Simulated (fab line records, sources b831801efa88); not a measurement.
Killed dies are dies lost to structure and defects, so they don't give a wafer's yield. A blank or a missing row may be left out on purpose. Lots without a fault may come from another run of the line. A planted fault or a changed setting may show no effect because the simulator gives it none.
A struck lot beside a sound one | flow sky130 | 17 steps out of a route of 708
Sound: wafers L979.4, L979.5, L979.6. Struck: wafers L993.1, L993.4, L993.6. The cause comes at the end.
At each step with rows: each side's tool, then ch and its chambers, then its first start. Under that, the readings that differ: sound wafers | struck wafers | difference of the means | sigmas: that difference in standard deviations of wafers without a fault.
alike: readings whose means differ by less than 2 such deviations, and words and numbers that are the same on both sides. not compared: withheld readings, readings that some wafer has no value for, bounds like >300 that may hide the same value, and numbers for which the record gives no deviation and whose values overlap.
The two part at a step that has a row with sigmas, a row that says differs or no value, or rows on one side only. Numbers that don't overlap but have no deviation are shown without sigmas and don't part them. A reading that every wafer of one side lacks parts them only if that side has two wafers or more.

SKY_LDD_P_OVL_MEAS_08:
  sound on overlay-02, day 19 13:58; struck on overlay-02, day 25 09:17
  alike: LDD_P_OVL
then, 1 step without rows for these wafers: SKY_LDD_P_IMPLANT_09.
SKY_LDD_P_STRIP_10: strips in O2/N2.
  sound on plasma_asher-04 ch 0,1, day 19 14:10; struck on plasma_asher-01 ch 0,1, day 25 09:29
  reading                      | sound             | struck            | difference | sigmas
  strip_time_to_endpoint_s (s) | 14.04 14.08 14.08 | 14.27 14.22 14.21 | +0.17      | +4
  alike: drypump_motor_current_A, oes_product_au
  not compared: rf_hours_counter_h
SKY_LDD_P_TW_MEAS_11:
  sound on film_metro-02, day 19 14:16; struck on film_metro-04, day 25 09:35
  reading  | sound       | struck      | difference | sigmas
  LDD_P_TW | 649 653 652 | 630 630 631 | -21        | -3
then, 7 steps without rows for these wafers: SKY_LDD_HVN_DEHYDRATE_00 (time 60 s); SKY_LDD_HVN_HMDS_01 (prime time 60 s); SKY_LDD_HVN_COAT_02 (resist thk 300 nm); SKY_LDD_HVN_SOFTBAKE_03 (time 60 s); SKY_LDD_HVN_EXPOSE_04 (exposes mask HVNTM, target cd 700 nm); SKY_LDD_HVN_PEB_05; SKY_LDD_HVN_DEVELOP_06 (develop time 60 s).
SKY_LDD_HVN_OVL_MEAS_07:
  sound on overlay-02, day 20 19:56; struck on overlay-01, day 26 14:22
  alike: LDD_HVN_OVL
SKY_LDD_HVN_IMPLANT_08:
  sound on implanter-01 ch 0, day 20 20:02; struck on implanter-02 ch 0, day 26 14:24
  reading                   | sound                | struck               | difference | sigmas
  beam_energy_keV           | 60.002 60.031 60.029 | 79.047 79.058 79.042 | +19.028    | +99 or more
  model.implant.rp_nm (nm)  | 56.83 56.83 56.83    | 74.75 74.75 74.75    | +17.92     |
  model.implant.drp_nm (nm) | 28.15 28.15 28.15    | 35.68 35.68 35.68    | +7.53      |
  alike: dose_ions_cm2
SKY_LDD_HVN_STRIP_09: strips in O2/N2.
  sound on plasma_asher-02 ch 0,1, day 20 20:08; struck on plasma_asher-03 ch 0,1, day 26 14:33
  reading               | sound             | struck            | difference | sigmas
  oes_product_au (a.u.) | 0.403 0.401 0.404 | 0.411 0.409 0.414 | +0.009     | +2
  alike: drypump_motor_current_A, strip_time_to_endpoint_s
  not compared: rf_hours_counter_h
SKY_LDD_HVN_TW_MEAS_10:
  sound on film_metro-02, day 20 20:14; struck on film_metro-03, day 26 14:39
  reading    | sound          | struck         | difference | sigmas
  LDD_HVN_TW | 1476 1473 1476 | 1543 1536 1548 | +67        | +3
then, 1 step without rows for these wafers: SKY_LDD_HVP_DEHYDRATE_00 (time 60 s).
-- the record jumps here: 23 days lie between the struck wafers' starts before and after (it left off in module LDD_HVP and takes up again in module PAD_OPEN, whose first step shown is number 708 of the route) --
SKY_PAD_OPEN_PROBE_99:
  sound on prober-01, day 46 00:56; struck on prober-02, day 50 01:41
  reading                                 | sound                | struck               | difference | sigmas
  model.etest.tip_n_5v.rs_ohm_sq          | 1391 1385 1382       | 1227 1228 1230       | -158       |
  model.etest.nfet_g5v0d10v5.r_on_ohm_um  | 1875 1862 1874       | 1775 1787 1800       | -83        |
  model.etest.nfet_g5v0d10v5.drive_ua_um  | 604.1 608 605.4      | 647.2 638.1 644      | +37.3      |
  model.etest.ring_5v.delay_ps            | 44.1 44.54 44.56     | 43.37 43.28 43.9     | -0.88      |
  model.etest.nfet_g5v0d10v5.vt_sat_v (V) | 0.7613 0.7603 0.7689 | 0.6932 0.6926 0.6893 | -0.0718    |
  model.etest.nfet_g5v0d10v5.vt_v (V)     | 0.8204 0.8153 0.8258 | 0.7755 0.7767 0.7692 | -0.0467    |
  model.etest.nfet_05v0_nvt.vt_sat_v (V)  | 0.2892 0.282 0.2923  | 0.2742 0.2708 0.2697 | -0.0163    |
  alike: killed_at_M0_to_M3, killed_at_M4_up, killed_at_contacts, killed_at_front_end, killed_at_other, killed_dies, killed_open, killed_short

WHERE THEY PART
First at SKY_LDD_P_STRIP_10; last, within this record, at SKY_LDD_HVN_TW_MEAS_10. Later steps at which nothing parts them and some readings are alike: SKY_PAD_OPEN_PROBE_99.

WHY: what the simulator had put in
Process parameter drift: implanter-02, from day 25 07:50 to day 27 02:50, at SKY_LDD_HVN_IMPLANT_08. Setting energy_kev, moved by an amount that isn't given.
